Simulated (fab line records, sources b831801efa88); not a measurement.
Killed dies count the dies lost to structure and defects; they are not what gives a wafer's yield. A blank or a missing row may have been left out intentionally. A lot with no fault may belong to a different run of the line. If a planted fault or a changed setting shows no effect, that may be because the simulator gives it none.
Matching of chambers | flow gf180mcu | cmp-01 running GF_V5_CMP_26: 4 sister chambers
The step polishes, stops on SiO2, t overpolish 15 s, target thk 0 nm. 14 wafers are shown with their chamber, then 7 later ones without.

== WAFERS PAIRED WITH THEIR CHAMBERS ==
wafer  | chamber | motorCurrentA (A) | timeToEndpointS (s) | overpolishRunS (s)
L463.1 | 3       | 12.0              | 84                  | 14.990
L463.2 | 1       | 9.6               | 78                  | 15.004
L463.3 | 0       | 10.7              | 82                  | 15.004
L464.4 | 2       | 11.9              | 88                  | 14.998
L464.5 | 0       | 11.1              | 82                  | 15.003
L464.6 | 3       | 11.8              | 81                  | 15.008
L467.1 | 2       | 12.2              | 82                  | 14.997
L467.3 | 1       | 10.7              | 80                  | 15.008
L467.5 | 3       | 11.9              | 84                  | 15.002
L469.1 | 2       | 12.1              | 81                  | 15.013
L469.4 | 1       | 10.6              | 80                  | 15.006
L469.5 | 1       | 9.9               | 79                  | 14.999
L473.4 | 2       | 12.4              | 91                  | 14.998
L473.5 | 1       | 9.8               | 85                  | 15.016

SIGNATURES (averages over the wafers above)
reading         | chamber 0 | chamber 1 | chamber 2 | chamber 3 | scatter within a chamber
motorCurrentA   | 10.900    | 10.120    | 12.150    | 11.900    | 0.349
timeToEndpointS | 82.00     | 80.40     | 85.50     | 83.00     | 3.23
overpolishRunS  | 15.00350  | 15.00660  | 15.00150  | 15.00000  | 0.00708
Rule: for a wafer and a chamber, the distance is found by dividing, reading by reading, the gap between the wafer's reading and the chamber's mean by the reading's scatter, squaring, summing and taking the root. If the next closest chamber is less than 2 further off than the closest, the wafer can't be placed; otherwise it belongs to the closest. The scatter: the root of (the sum of the squares of (reading less its chamber's mean) over the shown wafers, divided by (wafers less chambers)).

== WAFERS WHOSE CHAMBER IS MISSING ==
wafer  | motorCurrentA (A) | timeToEndpointS (s) | overpolishRunS (s)
L473.6 | 10.7              | 91                  | 14.993
L479.3 | 10.7              | 90                  | 15.005
L479.4 | 12.7              | 85                  | 14.986
L479.5 | 11.9              | 87                  | 15.018
L483.2 | 12.1              | 89                  | 15.003
L483.3 | 10.6              | 93                  | 14.990
L483.5 | 11.4              | 90                  | 15.007

== WHICH CHAMBER EACH ONE RAN IN ==
wafer  | from the rows above               | in truth
L473.6 | can't be placed: 0 or 1 or 3 or 2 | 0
L479.3 | can't be placed: 0 or 1 or 3 or 2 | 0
L479.4 | can't be placed: 2 or 3           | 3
L479.5 | can't be placed: 2 or 3 or 0      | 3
L483.2 | can't be placed: 2 or 3           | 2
L483.3 | can't be placed: 0 or 1 or 3 or 2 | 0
L483.5 | can't be placed: 2 or 3 or 0      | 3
Correctly placed: 0 of 7. Cannot be placed on the basis of these rows: 7; the candidates contain the true chamber in 7. Number placed wrongly: 0.
